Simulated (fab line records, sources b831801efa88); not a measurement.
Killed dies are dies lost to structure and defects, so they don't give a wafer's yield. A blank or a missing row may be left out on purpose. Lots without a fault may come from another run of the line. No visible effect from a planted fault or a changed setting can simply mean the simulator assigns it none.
8D (eight disciplines) problem report, filled in by code / flow gf180mcu / the parts of the form that need people (team, actions taken, sign-off) are left out

1. THE ISSUE
At GF_DUAL_GATE_OXIDATION_02, tube center temp C averages 906.39 C over 6 wafers from 2 lots, while fault-free wafers read 900.00 C, standard deviation 0.094. Relative to the usual mean, that is a shift of +68 standard deviations.
The step: stabilise 600 s, purge 300 s, target thk 10.887 nm.
Seen first at day 11 04:52 on furnace-02, wafer L624.1. The record holds 39 wafers of 13 lots with a number at this step. The rule behind "out" and "out of limits": a value lying over 4 standard deviations away from the usual mean. All remaining wafers that have a number are taken as sound.

2. WHAT IT IS AND WHAT IT IS NOT
question=which readings at this step | is=tube center temp C, spike tc centre C, spike tc lower C, tube_center_temp_C_max | is not=zone power lower pct
question=which lots | is=L624, L625 | is not=L611, L612, L614, L616, L617, L620, L621, L622, L626, L627, L634
question=which wafers of those lots | is=all that have a number | is not=-
question=read on which tools | is=furnace-02 | is not=furnace-01
question=when | is=from day 11 04:52 | is not=up to then (24 sound wafers); but 9 sound wafers of L626, L627, L634 came after

3. WHAT RULES OUT EACH SUSPECT
Counting: a tool at any process step up to the reading remains a suspect when it ran all the lots that are out and ran no sound lot after the first of those.
- furnace-02 at GF_DUAL_GATE_OXIDATION_02 (stabilise 600 s, purge 300 s, target thk 10.887 nm): kept. It ran every lot that is out, first L624 (day 11 04:52), and no sound lot after that; its last sound lot up to then is L622 (day 10 18:00). Its own spike tc centre C, spike tc lower C, tube center temp C, tube_center_temp_C_max readings are out on those wafers.
After counting, what remains is furnace-02 at GF_DUAL_GATE_OXIDATION_02.

4. THE CAUSE (what the simulator had put in)
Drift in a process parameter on furnace-02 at GF_DUAL_GATE_OXIDATION_02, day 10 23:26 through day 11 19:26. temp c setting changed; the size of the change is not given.
The count eliminated every tool but this one.

5. THE CHAIN OF EFFECTS, in route order
Each row: a reading whose mean over the struck wafers that have a number lies more than 3 standard deviations from the usual. Only readings whose record carries a usual standard deviation are examined. hours: median over the lots of the time between each lot's start at the first step of this table that gives one and its start at this step. sigmas: the change, counted in usual standard deviations.
hours=0; step=GF_DUAL_GATE_OXIDATION_02; reading=spike tc bottom C; usual=912.5 C; on struck wafers=920.8; change=+8.3; sigmas=+4.6
hours=0; step=GF_DUAL_GATE_OXIDATION_02; reading=spike tc centre C; usual=901.4 C; on struck wafers=908.0; change=+6.6; sigmas=+6.6
hours=0; step=GF_DUAL_GATE_OXIDATION_02; reading=spike tc lower C; usual=900.5 C; on struck wafers=907.8; change=+7.3; sigmas=+8.2
hours=0; step=GF_DUAL_GATE_OXIDATION_02; reading=spike tc top C; usual=909.3 C; on struck wafers=918.6; change=+9.3; sigmas=+3.4
hours=0; step=GF_DUAL_GATE_OXIDATION_02; reading=spike tc upper C; usual=900.6 C; on struck wafers=906.8; change=+6.1; sigmas=+4.7
hours=0; step=GF_DUAL_GATE_OXIDATION_02; reading=tube center temp C; usual=900.00 C; on struck wafers=906.39; change=+6.39; sigmas=+68
hours=0; step=GF_DUAL_GATE_OXIDATION_02; reading=tube_center_temp_C_max; usual=902.3; on struck wafers=908.6; change=+6.4; sigmas=+16
Process steps it contains:
- GF_DUAL_GATE_OXIDATION_02: stabilise 600 s, purge 300 s, target thk 10.887 nm.
Later measuring or inspecting steps at which every struck wafer that the step has a row for has a number for every such reading, and none has moved that far: GF_DUAL_GATE_THK_MEAS_03, GF_POLY_GATE_THK_MEAS_01.

6. HOW IT WOULD HAVE BEEN CAUGHT EARLIER
In this record no reading fell out of limits until day 11 04:52, 5 hours after the fault had begun at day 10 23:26.
